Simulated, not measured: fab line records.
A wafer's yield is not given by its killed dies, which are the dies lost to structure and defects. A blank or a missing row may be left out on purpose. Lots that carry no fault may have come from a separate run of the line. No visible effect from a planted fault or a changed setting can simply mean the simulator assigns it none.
Which tool did it? | flow sky130 | 13 lots with 39 wafers sampled at 3 steps, on a route of 708 steps

## WHAT THE GAUGES SHOWED, per wafer
SKY_SONOS_TUNNEL_TW_MEAS_12.
lot  | measured     | on            | SONOS_TUNNEL_TW
L919 | day 11 14:24 | film_metro-02 | 193.8 193.7 193.5
L920 | day 11 18:03 | film_metro-02 | 192.4 194.5 194.0
L921 | day 12 01:20 | film_metro-01 | 180.7 181.3 181.6
L922 | day 12 16:35 | film_metro-03 | 184.2 183.9 185.2
L931 | day 15 12:47 | film_metro-02 | 196.2 195.1 195.2
L932 | day 15 21:32 | film_metro-01 | 195.8 196.0 196.2
L935 | day 16 19:09 | film_metro-01 | 194.6 193.4 193.8
L937 | day 17 06:25 | film_metro-01 | 195.6 195.3 195.4
L938 | day 17 18:57 | film_metro-01 | 194.7 194.7 196.0
L939 | day 18 01:09 | film_metro-02 | 193.9 193.6 195.0
L940 | day 18 08:10 | film_metro-01 | 198.3 197.5 197.2
L941 | day 18 19:26 | film_metro-01 | 197.4 197.6 197.6
L942 | day 19 04:53 | film_metro-03 | 199.7 200.6 200.4

SKY_SD_N_CD_MEAS_07: the cd target is 380 nm.
lot  | measured     | on        | cd_nm (nm)
L919 | day 28 08:28 | cd_sem-02 | 378.2 377.3 378.7
L920 | day 28 09:40 | cd_sem-02 | 380.5 382.1 380.7
L921 | day 28 20:19 | cd_sem-01 | 380.2 382.9 380.3
L922 | day 29 16:16 | cd_sem-01 | 380.8 378.1 376.5
L931 | day 32 16:50 | cd_sem-01 | 382.7 382.5 382.1
L932 | day 33 13:25 | cd_sem-02 | 382.3 380.8 378.1
L935 | day 33 15:02 | cd_sem-02 | 380.1 380.4 381.9
L937 | day 34 00:28 | cd_sem-01 | 382.5 379.9 382.8
L938 | day 34 12:49 | cd_sem-02 | 381.3 382.0 379.8
L939 | day 34 17:31 | cd_sem-02 | 380.1 378.1 378.3
L940 | day 34 23:04 | cd_sem-02 | 381.8 380.9 381.1
L941 | day 35 08:35 | cd_sem-02 | 379.6 378.9 381.2
L942 | day 35 12:53 | cd_sem-02 | 379.6 380.7 378.5

## WHICH TOOL RAN EACH LOT (tool, then ch and the chambers of the sampled wafers, then the start)
lot  | SKY_SONOS_TUNNEL_IMPLANT_09
L919 | implanter-01 ch 0, day 11 14:00
L920 | implanter-01 ch 0, day 11 17:39
L921 | implanter-01 ch 0, day 12 00:55
L922 | implanter-01 ch 0, day 12 16:10
L931 | implanter-02 ch 0, day 15 12:22
L932 | implanter-04 ch 0, day 15 21:09
L935 | implanter-01 ch 0, day 16 18:46
L937 | implanter-02 ch 0, day 17 05:55
L938 | implanter-02 ch 0, day 17 18:34
L939 | implanter-02 ch 0, day 18 00:46
L940 | implanter-02 ch 0, day 18 07:45
L941 | implanter-02 ch 0, day 18 19:03
L942 | implanter-04 ch 0, day 19 04:28
- SKY_SONOS_TUNNEL_IMPLANT_09

## WHAT THE TOOLS THEMSELVES READ (means of the sampled wafers that have a number; where no wafer has one, the mark that the record gives instead)
SKY_SONOS_TUNNEL_IMPLANT_09.
lot  | tool         | beam_on_s (s) | faraday_current_uA
L919 | implanter-01 | 9.98          | 5.65
L920 | implanter-01 | 9.93          | 5.67
L921 | implanter-01 | 7.80          | 7.25
L922 | implanter-01 | 7.74          | 7.30
L931 | implanter-02 | 10.04         | 5.63
L932 | implanter-04 | 10.27         | 5.50
L935 | implanter-01 | 9.86          | 5.73
L937 | implanter-02 | 9.76          | 5.78
L938 | implanter-02 | 10.11         | 5.57
L939 | implanter-02 | 9.92          | 5.68
L940 | implanter-02 | 10.04         | 5.61
L941 | implanter-02 | 9.88          | 5.70
L942 | implanter-04 | 9.92          | 5.67

## THE ANSWER, worked out from the rows above alone
Rule: usual is defined by the lots themselves. Put in order of their means at a reading, lots are off if they are a third of the lots or fewer, leave a main group of 4 or more, and stand apart from it by a gap of 3 or more times the standard deviation of the main group's means; of several such gaps the widest counts. Not used: any main group whose means are identical at the precision the tables above print for the reading. Also off: a lot with no number at a reading for which 4 or more lots have one. Where the step has rows for the other lots, those lots are counted as sound. After the gauges, taken in route order, come the tools' own readings; for these a lot's mean is taken, as printed above. At the first step where some lot is off, the reading lying furthest off is the one used; lots without a number count as furthest.
Off: at SKY_SONOS_TUNNEL_TW_MEAS_12 (SONOS_TUNNEL_TW), L921, L922. The main group: mean 195.7, standard deviation 2.
If a tool, at a process step before that reading, ran all the lots that are off and no sound lot after the first of them, it fits. Not tried: the gauges at SKY_SONOS_TUNNEL_TW_MEAS_12; whatever is off there is also off at SKY_SONOS_TUNNEL_IMPLANT_09, on other tools, and gauge error can't account for it. Of those tried, none fits.

## WHAT THE SIMULATOR HAD INSERTED
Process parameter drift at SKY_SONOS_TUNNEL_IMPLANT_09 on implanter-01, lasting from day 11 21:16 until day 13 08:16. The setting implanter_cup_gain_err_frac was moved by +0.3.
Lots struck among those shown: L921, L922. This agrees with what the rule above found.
